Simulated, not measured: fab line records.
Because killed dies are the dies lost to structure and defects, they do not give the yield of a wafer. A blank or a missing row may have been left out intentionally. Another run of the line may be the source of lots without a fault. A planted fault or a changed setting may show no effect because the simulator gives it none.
Problem report, 8D (eight disciplines) form, completed by code / flow gf180mcu / the parts of the form that need people (team, actions taken, sign-off) are left out

## 1. WHAT WENT WRONG
Wafers free of any fault read 0.384 ohm/sq (standard deviation 0.0045) for CONTACT_W_RS at GF_CONTACT_RS_MEAS_25, against a mean of 0.627 ohm/sq on 2 wafers of 2 lots. That puts it +54 standard deviations away from the usual mean.
The step: measures by four-point-probe.
First observed at day 18 06:37: wafer L622.6, on film-metro-03. The record has a number at this step for 35 wafers belonging to 12 lots. Rule for "out" (also "out of limits"): further than 4 standard deviations from the usual mean. The other wafers with a number count as sound.

## 2. WHAT IT IS AND WHAT IT IS NOT
question=which readings at this step | is=CONTACT_W_RS | is not=-
question=which lots | is=L622, L624 | is not=L616, L617, L621, L632, L634, L635, L636, L637, L638, L639
question=which wafers of those lots | is=L622.6, L624.2 | is not=L622.1, L622.5, L624.5
question=read on which gauges | is=film-metro-03, film-metro-04 | is not=film-metro-01
question=when | is=from day 18 06:37 | is not=up to then (11 sound wafers); but 22 sound wafers of L624, L632, L634, L635, L636, L637, L638, L639 came after

## 3. THE SUSPECTS, EACH WITH WHAT RULES IT OUT
Counting: any tool at a process step up to the reading remains a suspect provided it ran every lot that is out. Sound lots after the first of them don't rule it out here, since some wafers of a struck lot are sound.
- the gauge at GF_CONTACT_RS_MEAS_25: ruled out. The wafers that are out were read on 2 gauges (film-metro-03, film-metro-04).
- cvd-w-02 at GF_CONTACT_CVD_24 (deposits W, target thk 300 nm, time 90.339 s): kept. It processed each lot that is out (first: L622, day 18 06:31); up to then, its last sound lot is L621 (day 17 16:41).
After counting, what remains is cvd-w-02 at GF_CONTACT_CVD_24.

## 4. THE CAUSE (what the simulator had put in)
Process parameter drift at GF_CONTACT_CVD_24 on cvd-w-02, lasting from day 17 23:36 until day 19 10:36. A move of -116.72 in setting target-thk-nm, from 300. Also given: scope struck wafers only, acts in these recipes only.
Counting left only this tool.

## 5. SEQUENCE OF EFFECTS, ordered by route
Rows list readings where the struck wafers' mean (over those with a number) sits beyond 3 standard deviations from the usual. Scope: only readings with a usual standard deviation given in the record; hours: median across lots of the time from each lot's start at the first step in this table that gives one to its start at this step; sigmas: change in usual standard deviations.
hours=0; step=GF_CONTACT_RS_MEAS_25; reading=CONTACT_W_RS; usual=0.384 ohm/sq; on struck wafers=0.627; change=+0.243; sigmas=+54
hours=0; step=GF_CONTACT_THK_MEAS_26; reading=CONTACT_W_THK; usual=305 nm; on struck wafers=187; change=-118; sigmas=-25
hours=0; step=GF_CONTACT_CMP_27; reading=time-to-endpoint-s; usual=71 s; on struck wafers=44; change=-28; sigmas=-8.9
It contains these process steps:
- GF_CONTACT_CMP_27: polishes, stops on SiO2, t overpolish 15 s, target thk 0 nm.

## 6. WHAT WOULD HAVE CAUGHT IT SOONER
In this record the first reading out of limits at a measuring or inspecting step was taken at day 18 06:37, 7 hours after the fault began at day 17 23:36.
Tool readings at GF_CONTACT_CVD_24 with a usual standard deviation given in the record: none out on any struck wafer, hence no alarm at a limit of 4 standard deviations on them.
Lots out: 2; of these, L624 started GF_CONTACT_CVD_24 on cvd-w-02 after day 18 06:37. Holding the tool at that time would have saved it.
